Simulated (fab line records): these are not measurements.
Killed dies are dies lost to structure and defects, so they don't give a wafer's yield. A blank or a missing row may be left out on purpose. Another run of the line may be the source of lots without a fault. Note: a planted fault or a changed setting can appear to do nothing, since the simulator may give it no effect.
fab line records	flow sky130
[record] lots = 13	wafers = 39	lastDay = 50
route steps=708 shown NWELL@76 PWDE@84 VT_ADJUST_NCORE@128 PAD_OPEN@708
lots that met no fault: from a run of the same line without faults
startH: the number of hours between the record's first day and the start of the first shown wafer of the lot	waitH: hours since the lot's step before	" as in the row above	L1.1+2: a row that stands for several wafers	- no value, or no start given	* or withheld: withheld	< > ~ a bound
route shown NAME@n: names a module that has steps shown in the file, with the first one's number in the route	usual: average and standard deviation across the fault-free wafers	same: alike in all rows	chamber/n: place in a boat	sites: each site's reading	_std_site: how widely they spread, as a standard deviation	_edge_site: mean of outer sites minus mean of inner sites	radiusMm: how far each site lies from the wafer's centre	mask NAME#n: copy n	behind: the most recent tool/chamber to have shaped the wafer	hold: why the lot went on hold/how many hours it stayed there/how the hold came to an end	device: which transistor (n, p or np) failed to switch	end of line: the route-end tests of the same wafers	a step given without rows: its recipe and nothing more	killed: count of dies lost to structure and defects at first sort (not the wafer's yield)	map: shows each die of a wafer: x if killed, . if not, _ if none is there
set.NAME: setting as actually run; set.NAME@STEP: the setting as run at that earlier step	model.NAME: the simulator's own value behind a step, which no gauge read
steps of the route over a sample of lots; a table a step, a row a wafer
services: a tool's chamber out of use, with start hour (startH, from the record's first day; less than 0 if before it), hours out, and reason
[[steps]]
[step SKY_NWELL_OVL_MEAS_23]
[usual] NWELL_01_OVL = 1.1/1.2
lot.wafer	tool	chamber	startH	waitH	NWELL_01_OVL[nm]
L438.1	overlay-01	-	101.82	-	2.2
L438.4	"	-	"	"	1.2
L438.5	"	-	"	"	-0.3
L439.3	overlay-02	-	106.27	-	1.5
L439.4	"	-	"	"	1.5
L439.6	"	-	"	"	2.1
L440.1	overlay-02	-	113.61	-	0.7
L440.5	"	-	"	"	2.6
L440.6	"	-	"	"	2.6
L441.2	overlay-02	-	117.83	-	1.5
L441.3	"	-	"	"	4.0
L441.4	"	-	"	"	2.8
L442.2	overlay-01	-	123.96	-	0.1
L442.3	"	-	"	"	1.6
L442.5	"	-	"	"	1.8
L443.2	overlay-01	-	135.86	-	2.0
L443.3	"	-	"	"	2.1
L443.5	"	-	"	"	1.5
L445.1	overlay-02	-	147.27	-	0.7
L445.5	"	-	"	"	1.8
L445.6	"	-	"	"	2.7
L446.2	overlay-01	-	153.18	-	1.2
L446.3	"	-	"	"	0.1
L446.5	"	-	"	"	-0.8
L452.1	overlay-02	-	190.39	-	1.2
L452.2	"	-	"	"	-0.2
L452.3	"	-	"	"	2.4
L454.2	overlay-01	-	201.13	-	1.3
L454.4	"	-	"	"	3.1
L454.5	"	-	"	"	1.1
L455.1	overlay-01	-	210.29	-	0.2
L455.3	"	-	"	"	-1.3
L455.4	"	-	"	"	0.2
L459.1	overlay-02	-	231.62	-	1.4
L459.3	"	-	"	"	-0.1
L459.5	"	-	"	"	1.8
L461.2	overlay-02	-	245.08	-	0.5
L461.3	"	-	"	"	1.5
L461.5	"	-	"	"	1.3
[step SKY_NWELL_STRIP_25]
[recipe] chemistry = O2/N2	powerW = 1400	pressureMtorr = 1500	platenTempC = withheld	o2FlowSccm = 3000	n2FlowSccm = 300	overashFraction = 0.5
[usual] drypumpMotorCurrentA = 6.0/0.39	oesProductAu = 0.722/0.0048	stripTimeToEndpointS = 36.93/0.096
[same] overashFraction = 0.5
lot.wafer	tool	chamber	startH	waitH	drypumpMotorCurrentA	oesProductAu	rfHoursCounterH	stripTimeToEndpointS
L438.1	plasmaAsher-04	0	102.01	0.1	5.6	0.721	43	36.87
L438.4	"	1	"	"	6.0	0.727	-	36.87
L438.5	"	1	"	"	6.0	0.724	-	36.94
L439.3	plasmaAsher-04	0	106.48	0.1	5.6	0.725	-	36.84
L439.4	"	1	"	"	6.0	0.720	-	36.88
L439.6	"	0	"	"	5.6	0.722	-	36.90
L440.1	plasmaAsher-01	1	113.79	0.1	6.6	0.720	30	36.96
L440.5	"	1	"	"	6.6	0.720	-	36.97
L440.6	"	0	"	"	5.4	0.722	-	36.93
L441.2	plasmaAsher-03	0	118.01	0.1	6.0	0.719	39	36.88
L441.3	"	1	"	"	6.4	0.716	-	36.96
L441.4	"	0	"	"	6.0	0.717	-	36.82
L442.2	plasmaAsher-01	0	124.14	0.1	5.4	0.728	32	36.88
L442.3	"	1	"	"	6.6	0.724	-	36.94
L442.5	"	0	"	"	5.4	0.723	-	36.92
L443.2	plasmaAsher-03	1	136.04	0.1	6.4	0.717	40	37.06
L443.3	"	0	"	"	6.0	0.729	-	36.92
L443.5	"	1	"	"	6.4	0.722	-	37.02
L445.1	plasmaAsher-03	0	147.46	0.1	6.0	0.720	42	36.88
L445.5	"	0	"	"	5.9	0.721	-	36.97
L445.6	"	1	"	"	6.4	0.715	-	37.04
L446.2	plasmaAsher-04	1	153.36	0.1	6.0	0.729	4	36.97
L446.3	"	0	"	"	5.6	0.721	-	36.99
L446.5	"	0	"	"	5.6	0.714	-	36.92
L452.1	plasmaAsher-04	0	190.57	0.1	5.6	0.723	8	37.00
L452.2	"	1	"	"	6.0	0.721	8	36.97
L452.3	"	1	"	"	6.0	0.715	-	37.07
L454.2	plasmaAsher-03	0	201.31	0.1	5.9	0.725	47	36.88
L454.4	"	1	"	"	6.4	0.726	-	36.99
L454.5	"	0	"	"	6.0	0.713	-	37.00
L455.1	plasmaAsher-01	1	210.47	0.1	6.6	0.731	38	36.90
L455.3	"	1	"	"	6.6	0.717	-	36.98
L455.4	"	0	"	"	5.4	0.719	-	37.03
L459.1	plasmaAsher-01	0	231.81	0.1	5.4	0.719	40	36.94
L459.3	"	0	"	"	5.4	0.716	-	36.98
L459.5	"	0	"	"	5.4	0.727	-	36.84
L461.2	plasmaAsher-03	0	245.26	0.1	5.9	0.720	51	37.05
L461.3	"	0	"	"	5.9	0.715	-	37.06
L461.5	"	0	"	"	6.0	0.723	-	37.12
[step SKY_NWELL_RS_MEAS_31]
[recipe] thkMeasGauge = four-point-probe
[usual] PWDE_RS = 5270/21
lot.wafer	tool	chamber	startH	waitH	PWDE_RS[ohm/sq]
L438.1	filmMetro-02	-	102.66	0.1	5250
L438.4	"	-	"	"	5255
L438.5	"	-	"	"	5251
L439.3	filmMetro-03	-	107.03	0.1	5292
L439.4	"	-	"	"	5291
L439.6	"	-	"	"	5294
L440.1	filmMetro-03	-	114.34	0.1	5287
L440.5	"	-	"	"	5298
L440.6	"	-	"	"	5273
L441.2	filmMetro-02	-	118.58	0.1	5241
L441.3	"	-	"	"	5262
L441.4	"	-	"	"	5282
L442.2	filmMetro-04	-	124.71	0.1	5301
L442.3	"	-	"	"	5318
L442.5	"	-	"	"	5306
L443.2	filmMetro-02	-	136.61	0.1	5245
L443.3	"	-	"	"	5256
L443.5	"	-	"	"	5237
L445.1	filmMetro-02	-	148.01	0.1	5251
L445.5	"	-	"	"	5240
L445.6	"	-	"	"	5252
L446.2	filmMetro-02	-	153.93	0.1	5247
L446.3	"	-	"	"	5242
L446.5	"	-	"	"	5255
L452.1	filmMetro-04	-	191.22	0.1	5269
L452.2	"	-	"	"	5297
L452.3	"	-	"	"	5291
L454.2	filmMetro-02	-	201.90	0.1	5259
L454.4	"	-	"	"	5297
L454.5	"	-	"	"	5287
L455.1	filmMetro-02	-	211.02	0.1	5309
L455.3	"	-	"	"	5292
L455.4	"	-	"	"	5285
L459.1	filmMetro-03	-	232.36	0.1	5274
L459.3	"	-	"	"	5256
L459.5	"	-	"	"	5262
L461.2	filmMetro-02	-	245.83	0.1	5251
L461.3	"	-	"	"	5247
L461.5	"	-	"	"	5257
[step SKY_VT_ADJUST_NCORE_IMPLANT_09]
[recipe] species = B	energyKev = 10	doseCm2 = 2.4e+12	tiltDeg = withheld
[usual] doseIonsCm2 = 2.4001e+12/2.5e+09
lot.wafer	tool	chamber	startH	waitH	doseIonsCm2
L438.1	implanter-02	0	180.39	0.0	2.4008e+12
L438.4	"	0	"	"	2.3989e+12
L438.5	"	0	"	"	2.3949e+12
L439.3	implanter-04	0	183.89	0.1	2.3986e+12
L439.4	"	0	"	"	2.3988e+12
L439.6	"	0	"	"	2.4e+12
L440.1	implanter-04	0	193.62	0.0	2.4036e+12
L440.5	"	0	"	"	2.4007e+12
L440.6	"	0	"	"	2.401e+12
L441.2	implanter-04	0	198.62	0.0	2.3946e+12
L441.3	"	0	"	"	2.3944e+12
L441.4	"	0	"	"	2.3974e+12
L442.2	implanter-01	0	204.97	0.0	2.4013e+12
L442.3	"	0	"	"	2.4012e+12
L442.5	"	0	"	"	2.3982e+12
L443.2	implanter-04	0	220.54	0.0	2.4014e+12
L443.3	"	0	"	"	2.4003e+12
L443.5	"	0	"	"	2.4004e+12
L445.1	implanter-02	0	233.54	0.0	2.4022e+12
L445.5	"	0	"	"	2.4026e+12
L445.6	"	0	"	"	2.4024e+12
L446.2	implanter-02	0	241.09	0.0	2.4007e+12
L446.3	"	0	"	"	2.3978e+12
L446.5	"	0	"	"	2.4012e+12
L452.1	implanter-02	0	282.99	0.0	2.4008e+12
L452.2	"	0	"	"	2.3955e+12
L452.3	"	0	"	"	2.3994e+12
L454.2	implanter-02	0	295.79	0.0	2.2847e+12
L454.4	"	0	"	"	2.2902e+12
L454.5	"	0	"	"	2.2875e+12
L455.1	implanter-02	0	306.27	0.0	2.2861e+12
L455.3	"	0	"	"	2.2869e+12
L455.4	"	0	"	"	2.2864e+12
L459.1	implanter-01	0	330.62	0.0	2.4011e+12
L459.3	"	0	"	"	2.3972e+12
L459.5	"	0	"	"	2.3987e+12
L461.2	implanter-04	0	345.79	0.0	2.3957e+12
L461.3	"	0	"	"	2.3986e+12
L461.5	"	0	"	"	2.4033e+12
[step SKY_PAD_OPEN_PROBE_99]
[usual] killed_at_M0_to_M3 = 42/6.9	killed_at_M4_up = 3.2/1.7	killedAtContacts = 23/5.5	killedAtFrontEnd = 16/4	killedAtOther = 0.4/0.55	killedDies = 85/9.2	killedOpen = 46/6.8	killedShort = 38/6.2
[same] grossDies = 492	killedAtBackSide = 0
lot.wafer	tool	chamber	startH	waitH	killed_at_M0_to_M3	killed_at_M4_up	killedAtContacts	killedAtFrontEnd	killedAtOther	killedDies	killedOpen	killedShort
L438.1	prober-02	-	1071.28	0.1	33	6	19	13	0	71	35	36
L438.4	prober-02	-	1071.43	0.2	36	2	27	7	0	72	40	32
L438.5	prober-02	-	1071.48	0.2	37	3	28	14	0	82	49	33
L439.3	prober-01	-	1071.91	0.2	48	4	32	22	0	106	53	53
L439.4	prober-01	-	1071.96	0.2	50	2	25	17	0	94	42	52
L439.6	prober-01	-	1072.06	0.2	49	6	25	9	0	89	51	38
L440.1	prober-02	-	1083.38	0.1	34	2	18	9	0	63	32	31
L440.5	prober-02	-	1083.58	0.2	44	4	25	18	1	92	46	45
L440.6	prober-02	-	1083.63	0.2	30	3	19	16	2	70	36	34
L441.2	prober-01	-	1091.01	0.1	42	3	18	18	0	81	44	36
L441.3	prober-01	-	1091.06	0.2	45	3	22	15	0	85	45	38
L441.4	prober-01	-	1091.11	0.2	40	3	18	17	0	78	42	36
L442.2	prober-02	-	1092.68	0.1	53	2	27	16	0	98	52	46
L442.3	prober-02	-	1092.73	0.2	40	2	29	13	0	84	45	39
L442.5	prober-02	-	1092.83	0.2	41	4	19	10	1	75	40	35
L443.2	prober-01	-	1112.23	0.1	40	4	28	13	1	86	39	46
L443.3	prober-01	-	1112.28	0.2	33	3	20	21	0	77	46	31
L443.5	prober-01	-	1112.38	0.2	39	7	27	17	1	91	47	43
L446.2	prober-01	-	1129.22	0.1	50	1	20	11	0	82	48	34
L446.3	prober-01	-	1129.27	0.2	37	4	22	19	0	82	38	44
L446.5	prober-01	-	1129.37	0.2	32	1	14	16	1	64	43	21
L445.1	prober-02	-	1143.41	0.1	50	1	16	19	0	86	44	40
L445.5	prober-02	-	1143.61	0.2	44	2	14	16	0	76	43	32
L445.6	prober-02	-	1143.66	0.2	53	1	16	26	0	96	53	42
L452.1	prober-02	-	1156.03	0.1	45	2	20	17	1	85	46	39
L452.2	prober-02	-	1156.08	0.1	55	3	36	19	0	113	55	58
L452.3	prober-02	-	1156.13	0.2	45	3	21	19	0	88	41	45
L454.2	prober-02	-	1171.16	0.1	42	7	22	8	1	80	44	34
L454.4	prober-02	-	1171.26	0.2	43	5	27	19	0	94	54	39
L454.5	prober-02	-	1171.31	0.2	46	2	27	15	0	90	54	35
L455.1	prober-01	-	1171.46	0.1	47	2	22	14	0	85	48	37
L455.3	prober-01	-	1171.56	0.2	42	3	23	13	0	81	46	34
L455.4	prober-01	-	1171.61	0.2	51	4	12	12	0	79	38	41
L459.1	prober-01	-	1190.13	0.1	37	4	19	9	0	69	42	27
L459.3	prober-01	-	1190.23	0.2	43	1	22	20	0	86	43	43
L459.5	prober-01	-	1190.33	0.2	45	6	18	16	1	86	54	31
L461.2	prober-01	-	1200.71	0.1	39	4	13	17	0	73	38	35
L461.3	prober-01	-	1200.76	0.2	48	3	20	15	1	87	47	38
L461.5	prober-01	-	1200.86	0.2	39	7	24	18	2	90	41	45
// killed by level:class
L438.1 VIA1:geometricParticle:open=10 CONTACT:geometricParticle:open=7 METAL4:geometricParticle:short=6 VIA3:geometricParticle:open=4 FIELD_ISO:geometricParticle:open=3 VIA2:geometricParticle:short=3 POLY_GATE:geometricParticle:short=3 LI_CONTACT:geometricParticle:open=3
L438.4 CONTACT:geometricParticle:open=9 VIA1:geometricParticle:open=8 LI_CONTACT:geometricParticle:open=6 METAL2:geometricParticle:short=6 VIA3:geometricParticle:open=6 METAL1:geometricParticle:short=5 LOCAL_INTERCONNECT:geometricParticle:short=5 VIA2:geometricParticle:open=5
L438.5 LI_CONTACT:geometricParticle:open=9 VIA2:geometricParticle:open=9 VIA3:geometricParticle:open=9 LOCAL_INTERCONNECT:geometricParticle:short=7 CONTACT:geometricParticle:open=6 VIA1:geometricParticle:open=6 POLY_GATE:geometricParticle:short=4 VIA1:geometricParticle:short=4
L439.3 VIA1:geometricParticle:short=12 LI_CONTACT:geometricParticle:open=11 CONTACT:geometricParticle:open=10 VIA1:geometricParticle:open=9 FIELD_ISO:geometricParticle:short=8 VIA3:geometricParticle:open=7 VIA2:geometricParticle:open=6 POLY_GATE:geometricParticle:short=5
L439.4 VIA1:geometricParticle:open=12 METAL1:geometricParticle:short=9 METAL2:geometricParticle:short=8 LOCAL_INTERCONNECT:geometricParticle:short=6 VIA2:geometricParticle:open=6 POLY_GATE:geometricParticle:short=5 LI_CONTACT:geometricParticle:short=5 CONTACT:geometricParticle:short=5
L439.6 VIA1:geometricParticle:open=13 VIA2:geometricParticle:open=11 CONTACT:geometricParticle:open=9 CONTACT:geometricParticle:short=5 LI_CONTACT:geometricParticle:open=4 VIA1:geometricParticle:short=4 LOCAL_INTERCONNECT:geometricParticle:short=4 METAL4:geometricParticle:short=4
L440.1 CONTACT:geometricParticle:open=9 VIA2:geometricParticle:open=7 VIA1:geometricParticle:open=5 LOCAL_INTERCONNECT:geometricParticle:short=4 METAL2:geometricParticle:short=4 VIA3:geometricParticle:open=4 FIELD_ISO:geometricParticle:short=3 CONTACT:geometricParticle:short=3
L440.5 LI_CONTACT:geometricParticle:open=9 VIA1:geometricParticle:open=8 METAL1:geometricParticle:short=7 CONTACT:geometricParticle:open=6 VIA2:geometricParticle:open=6 VIA1:geometricParticle:short=5 METAL2:geometricParticle:short=5 VIA3:geometricParticle:open=5
L440.6 CONTACT:geometricParticle:open=8 VIA1:geometricParticle:open=6 LI_CONTACT:geometricParticle:open=5 VIA2:geometricParticle:open=5 FIELD_ISO:geometricParticle:short=4 POLY_GATE:geometricParticle:short=4 METAL1:geometricParticle:short=4 METAL3:geometricParticle:short=4
L441.2 CONTACT:geometricParticle:open=10 VIA1:geometricParticle:open=7 VIA2:geometricParticle:open=7 VIA3:geometricParticle:open=7 METAL2:geometricParticle:short=5 FIELD_ISO:geometricParticle:short=4 POLY_GATE:geometricParticle:short=4 METAL1:geometricParticle:short=4
L441.3 CONTACT:geometricParticle:open=8 VIA2:geometricParticle:open=8 LI_CONTACT:geometricParticle:open=6 VIA1:geometricParticle:short=6 VIA1:geometricParticle:open=6 VIA3:geometricParticle:open=6 CONTACT:geometricParticle:short=5 FIELD_ISO:geometricParticle:open=4
L441.4 VIA1:geometricParticle:open=11 VIA1:geometricParticle:short=7 FIELD_ISO:geometricParticle:short=6 CONTACT:geometricParticle:open=6 LI_CONTACT:geometricParticle:open=5 VIA2:geometricParticle:open=5 METAL2:geometricParticle:short=5 POLY_GATE:geometricParticle:open=4
L442.2 VIA1:geometricParticle:open=15 CONTACT:geometricParticle:short=8 METAL1:geometricParticle:short=7 CONTACT:geometricParticle:open=6 VIA3:geometricParticle:open=6 LOCAL_INTERCONNECT:geometricParticle:short=5 METAL2:geometricParticle:short=5 VIA2:geometricParticle:open=5
L442.3 LI_CONTACT:geometricParticle:open=10 CONTACT:geometricParticle:open=9 VIA1:geometricParticle:open=8 VIA2:geometricParticle:open=8 FIELD_ISO:geometricParticle:short=5 METAL1:geometricParticle:short=5 POLY_GATE:geometricParticle:short=4 LOCAL_INTERCONNECT:geometricParticle:short=4
L442.5 CONTACT:geometricParticle:open=10 VIA1:geometricParticle:open=8 VIA3:geometricParticle:open=6 METAL1:geometricParticle:short=5 VIA2:geometricParticle:short=5 VIA3:geometricParticle:short=5 VIA2:geometricParticle:open=4 POLY_GATE:geometricParticle:short=3
L443.2 LI_CONTACT:geometricParticle:open=10 CONTACT:geometricParticle:short=9 CONTACT:geometricParticle:open=8 VIA2:geometricParticle:short=7 METAL1:geometricParticle:short=6 VIA2:geometricParticle:open=6 POLY_GATE:geometricParticle:short=5 VIA1:geometricParticle:short=5
L443.3 VIA1:geometricParticle:open=10 LI_CONTACT:geometricParticle:open=9 CONTACT:geometricParticle:open=7 POLY_GATE:geometricParticle:short=6 METAL2:geometricParticle:short=6 POLY_GATE:geometricParticle:open=5 VIA2:geometricParticle:open=5 FIELD_ISO:geometricParticle:short=4
L443.5 LI_CONTACT:geometricParticle:open=7 VIA3:geometricParticle:open=7 METAL1:geometricParticle:short=6 CONTACT:geometricParticle:open=6 VIA1:geometricParticle:open=6 METAL2:geometricParticle:short=6 FIELD_ISO:geometricParticle:open=5 LI_CONTACT:geometricParticle:short=5
L446.2 VIA2:geometricParticle:open=12 VIA1:geometricParticle:open=10 CONTACT:geometricParticle:open=8 METAL1:geometricParticle:short=7 VIA2:geometricParticle:short=6 CONTACT:geometricParticle:short=5 VIA3:geometricParticle:open=4 POLY_GATE:geometricParticle:open=4
L446.3 VIA2:geometricParticle:open=8 POLY_GATE:geometricParticle:short=6 CONTACT:geometricParticle:open=6 POLY_GATE:geometricParticle:open=5 CONTACT:geometricParticle:short=5 VIA1:geometricParticle:open=5 LOCAL_INTERCONNECT:geometricParticle:short=4 VIA2:geometricParticle:short=4
L446.5 VIA1:geometricParticle:open=9 VIA3:geometricParticle:open=8 LI_CONTACT:geometricParticle:open=7 CONTACT:geometricParticle:open=5 VIA2:geometricParticle:open=5 FIELD_ISO:geometricParticle:short=3 POLY_GATE:geometricParticle:short=3 POLY_GATE:geometricParticle:open=3
L445.1 VIA1:geometricParticle:open=15 LI_CONTACT:geometricParticle:open=8 METAL1:geometricParticle:short=8 FIELD_ISO:geometricParticle:open=5 VIA2:geometricParticle:open=5 FIELD_ISO:geometricParticle:short=4 SPACER:geometricParticle:short=4 VIA1:geometricParticle:short=4
L445.5 VIA1:geometricParticle:open=12 FIELD_ISO:geometricParticle:open=6 CONTACT:geometricParticle:open=5 VIA3:geometricParticle:open=5 METAL2:geometricParticle:short=5 METAL1:geometricParticle:short=4 VIA2:geometricParticle:open=4 VIA3:geometricParticle:short=4
L445.6 VIA1:geometricParticle:open=12 VIA2:geometricParticle:open=11 METAL2:geometricParticle:short=9 VIA1:geometricParticle:short=7 FIELD_ISO:geometricParticle:short=6 LI_CONTACT:geometricParticle:open=6 FIELD_ISO:geometricParticle:open=5 POLY_GATE:geometricParticle:open=5
L452.1 VIA1:geometricParticle:open=9 CONTACT:geometricParticle:open=9 VIA3:geometricParticle:open=8 VIA2:geometricParticle:open=7 FIELD_ISO:geometricParticle:open=6 METAL1:geometricParticle:short=6 FIELD_ISO:geometricParticle:short=5 LOCAL_INTERCONNECT:geometricParticle:short=5
L452.2 CONTACT:geometricParticle:open=16 VIA1:geometricParticle:open=11 VIA1:geometricParticle:short=11 FIELD_ISO:geometricParticle:short=8 CONTACT:geometricParticle:short=7 VIA2:geometricParticle:open=7 LOCAL_INTERCONNECT:geometricParticle:short=6 VIA2:geometricParticle:short=5
L452.3 METAL1:geometricParticle:short=15 LI_CONTACT:geometricParticle:open=9 VIA1:geometricParticle:open=8 VIA3:geometricParticle:open=6 FIELD_ISO:geometricParticle:short=5 POLY_GATE:geometricParticle:short=4 POLY_GATE:geometricParticle:open=4 METAL2:geometricParticle:short=4
L454.2 VIA1:geometricParticle:open=14 LI_CONTACT:geometricParticle:open=7 CONTACT:geometricParticle:open=7 VIA2:geometricParticle:open=6 VIA1:geometricParticle:short=5 CONTACT:geometricParticle:short=4 METAL2:geometricParticle:short=4 VIA3:geometricParticle:open=4
L454.4 VIA1:geometricParticle:open=13 CONTACT:geometricParticle:open=10 VIA2:geometricParticle:open=8 LI_CONTACT:geometricParticle:open=6 FIELD_ISO:geometricParticle:open=5 POLY_GATE:geometricParticle:short=5 CONTACT:geometricParticle:short=5 FIELD_ISO:geometricParticle:short=4
L454.5 VIA1:geometricParticle:open=12 VIA3:geometricParticle:open=11 LI_CONTACT:geometricParticle:open=11 LOCAL_INTERCONNECT:geometricParticle:short=5 CONTACT:geometricParticle:open=5 VIA1:geometricParticle:short=5 FIELD_ISO:geometricParticle:short=4 LI_CONTACT:geometricParticle:short=4
L455.1 VIA1:geometricParticle:open=16 CONTACT:geometricParticle:open=7 VIA1:geometricParticle:short=6 VIA2:geometricParticle:open=6 LI_CONTACT:geometricParticle:open=5 CONTACT:geometricParticle:short=5 METAL2:geometricParticle:short=5 FIELD_ISO:geometricParticle:short=4
L455.3 VIA1:geometricParticle:open=15 CONTACT:geometricParticle:open=9 CONTACT:geometricParticle:short=8 VIA3:geometricParticle:open=8 POLY_GATE:geometricParticle:short=5 METAL2:geometricParticle:short=4 VIA1:geometricParticle:short=4 VIA3:geometricParticle:short=4
L455.4 VIA1:geometricParticle:open=9 CONTACT:geometricParticle:open=7 VIA3:geometricParticle:open=7 VIA1:geometricParticle:short=6 VIA2:geometricParticle:open=6 METAL3:geometricParticle:short=6 POLY_GATE:geometricParticle:short=5 METAL1:geometricParticle:short=5
L459.1 VIA1:geometricParticle:open=14 CONTACT:geometricParticle:open=6 LOCAL_INTERCONNECT:geometricParticle:short=5 CONTACT:geometricParticle:short=4 METAL1:geometricParticle:short=4 METAL2:geometricParticle:short=4 FIELD_ISO:geometricParticle:open=3 VIA2:geometricParticle:open=3
L459.3 VIA1:geometricParticle:open=15 VIA1:geometricParticle:short=7 METAL2:geometricParticle:short=7 POLY_GATE:geometricParticle:short=6 LI_CONTACT:geometricParticle:open=6 CONTACT:geometricParticle:open=5 FIELD_ISO:geometricParticle:open=4 POLY_GATE:geometricParticle:open=4
L459.5 VIA1:geometricParticle:open=14 VIA2:geometricParticle:open=8 CONTACT:geometricParticle:open=7 LI_CONTACT:geometricParticle:open=6 METAL1:geometricParticle:short=6 VIA3:geometricParticle:open=5 VIA3:geometricParticle:short=4 FIELD_ISO:geometricParticle:open=3
L461.2 VIA1:geometricParticle:open=10 LI_CONTACT:geometricParticle:open=7 VIA2:geometricParticle:open=7 POLY_GATE:geometricParticle:short=5 POLY_GATE:geometricParticle:open=5 FIELD_ISO:geometricParticle:short=4 METAL1:geometricParticle:short=4 VIA3:geometricParticle:open=4
L461.3 VIA1:geometricParticle:open=9 CONTACT:geometricParticle:open=9 VIA2:geometricParticle:open=8 VIA3:geometricParticle:open=6 LI_CONTACT:geometricParticle:open=5 METAL2:geometricParticle:short=5 METAL1:geometricParticle:short=4 VIA1:geometricParticle:short=4
L461.5 VIA1:geometricParticle:open=11 VIA1:geometricParticle:short=8 CONTACT:geometricParticle:short=7 CONTACT:geometricParticle:open=7 METAL4:geometricParticle:short=7 POLY_GATE:geometricParticle:open=6 LI_CONTACT:geometricParticle:open=6 POLY_GATE:geometricParticle:short=5
[[services]]
tool	chamber	startH	hours	kind
implanter-01	-	99.24	2.4	repair
plasmaAsher-04	-	108.75	9.0	pm
plasmaAsher-04	0	108.75	9.0	ventCycle
plasmaAsher-04	1	108.75	9.0	ventCycle
plasmaAsher-04	0	117.75	-	clean
plasmaAsher-04	1	117.75	-	clean
implanter-02	-	121.01	4.1	repair
implanter-01	-	128.74	2.6	repair
plasmaAsher-01	-	143.21	22.6	repair
implanter-02	-	199.21	6.1	pm
implanter-01	-	225.32	3.0	pm
plasmaAsher-04	-	231.31	0.7	repair
implanter-01	-	231.84	3.8	pm
implanter-04	-	247.40	4.6	pm
plasmaAsher-03	-	264.96	1.8	repair
implanter-04	-	273.38	3.3	repair
implanter-04	-	280.03	3.9	repair
plasmaAsher-03	-	283.11	3.4	repair
implanter-02	-	290.97	2.7	repair
plasmaAsher-04	-	305.14	1.0	repair
implanter-04	-	322.17	17.1	pm
plasmaAsher-03	-	324.09	1.9	repair
implanter-01	-	338.13	2.4	repair
[[key]]
[firstSign] step = SKY_VT_ADJUST_NCORE_IMPLANT_09	reading = doseIonsCm2	direction = down	sigmas = 45	usual = *	struck = *
effect none on later readings
metAt SKY_VT_ADJUST_NCORE_IMPLANT_09
struckLots L454,L455
testerLeftOut L454,L455
notActingAt SKY_NWELL_OVL_MEAS_23,SKY_NWELL_STRIP_25,SKY_NWELL_RS_MEAS_31
onsetBetween 282.99 295.79
[fault] kind = processParameterDrift	tool = implanter-02	chamber = -	onsetH = 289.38	steps = SKY_VT_ADJUST_NCORE_IMPLANT_09	channel = doseCm2	offset = *	shape = step	endH = 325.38	actsIn = *	stated = *
// testerLeftOut: of these lots the tester's yield and bins aren't shown, on N5 and GAA mostly nor the transistor test; their killed dies are dies lost to structure and defects alone, not to doping, threshold or leakage, so they don't give the yield
